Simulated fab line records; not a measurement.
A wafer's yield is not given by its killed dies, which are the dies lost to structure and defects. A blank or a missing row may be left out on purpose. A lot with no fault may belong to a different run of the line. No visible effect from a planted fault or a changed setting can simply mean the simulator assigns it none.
A lot that was struck, set against a sound lot :: flow sky130 :: 14 steps out of a route of 708
Sound: these wafers, L984.2, L984.3, L984.5. Wafers struck: L993.1, L993.4, L993.5. The cause is given at the end.
Per side, at each step with rows, come the tool, then ch with its chambers, and then its first start. Under that, the readings that differ: sound wafers :: struck wafers :: difference of the means :: sigmas: that difference in standard deviations of wafers without a fault.
alike: readings with means less than 2 such deviations apart, plus words and numbers identical on both sides. not compared: withheld readings, readings lacking a value on some wafer, bounds such as >300 that could conceal the same value, and numbers that have no deviation in the record and whose values overlap.
The two part at a step that has a row with sigmas, a row that says differs or no value, or rows on one side only. When numbers do not overlap yet have no deviation, they are printed without sigmas and do not part them. A reading missing from all wafers of one side parts the sides only when that side holds two or more wafers.

first, 5 steps without rows for these wafers: SKY_SD_N_COAT_02 (resist thk 1140 nm); SKY_SD_N_SOFTBAKE_03 (time 60 s); SKY_SD_N_EXPOSE_04 (exposes mask NSDM, target cd 380 nm); SKY_SD_N_PEB_05; SKY_SD_N_DEVELOP_06 (develop time 60 s).
SKY_SD_N_CD_MEAS_07: the cd target is 380 nm.
  sound: cd_sem-01 at day 27 18:22; struck: cd_sem-02 at day 31 03:35
  alike: cd_nm
SKY_SD_N_OVL_MEAS_08:
  sound: overlay-02 at day 27 18:29; struck: overlay-02 at day 31 03:43
  alike: SD_N_OVL
then, 2 steps without rows for these wafers: SKY_SD_N_IMPLANT_09; SKY_SD_N_IMPLANT_10.
SKY_SD_N_STRIP_11: strips in O2/N2.
  sound on plasma_asher-01 ch 0,1, day 27 18:49; struck on plasma_asher-04 ch 0,1, day 31 04:02
  alike: drypump_motor_current_A, oes_product_au, strip_time_to_endpoint_s
  not compared: rf_hours_counter_h
SKY_SD_N_TW_MEAS_12:
  sound: film_metro-04 at day 27 18:55; struck: film_metro-02 at day 31 04:08
  alike: SD_N_TW
then, 1 step without rows for these wafers: SKY_SD_N_CLEAN_13 (cleans in SC1/SC2, time 150 s).
SKY_SD_N_RTA_14: time 2 s.
  struck on rtp_anneal-02, day 31 04:15; sound on rtp_anneal-01 ch 0, day 27 19:02
  no value came back on the struck wafers for any of 5 readings (anneal_temp_c_max, chamber_o2_ppm and others); on the sound wafers anneal_temp_c_max reads 1082.5 1081.4 1085.6
SKY_SD_N_RS_MEAS_16: uses a four-point probe to measure.
  sound: film_metro-02 at day 27 19:13; struck: film_metro-04 at day 31 04:26
reading: SD_N_RS (ohm/sq)
sound: 68.54 68.49 68.53
struck: - - -
difference: no value on the struck wafers
sigmas: 

== WHERE THEY PART ==
Earliest at SKY_SD_N_RTA_14; latest, in this record, at SKY_SD_N_RS_MEAS_16.

WHY: the cause the simulator had injected
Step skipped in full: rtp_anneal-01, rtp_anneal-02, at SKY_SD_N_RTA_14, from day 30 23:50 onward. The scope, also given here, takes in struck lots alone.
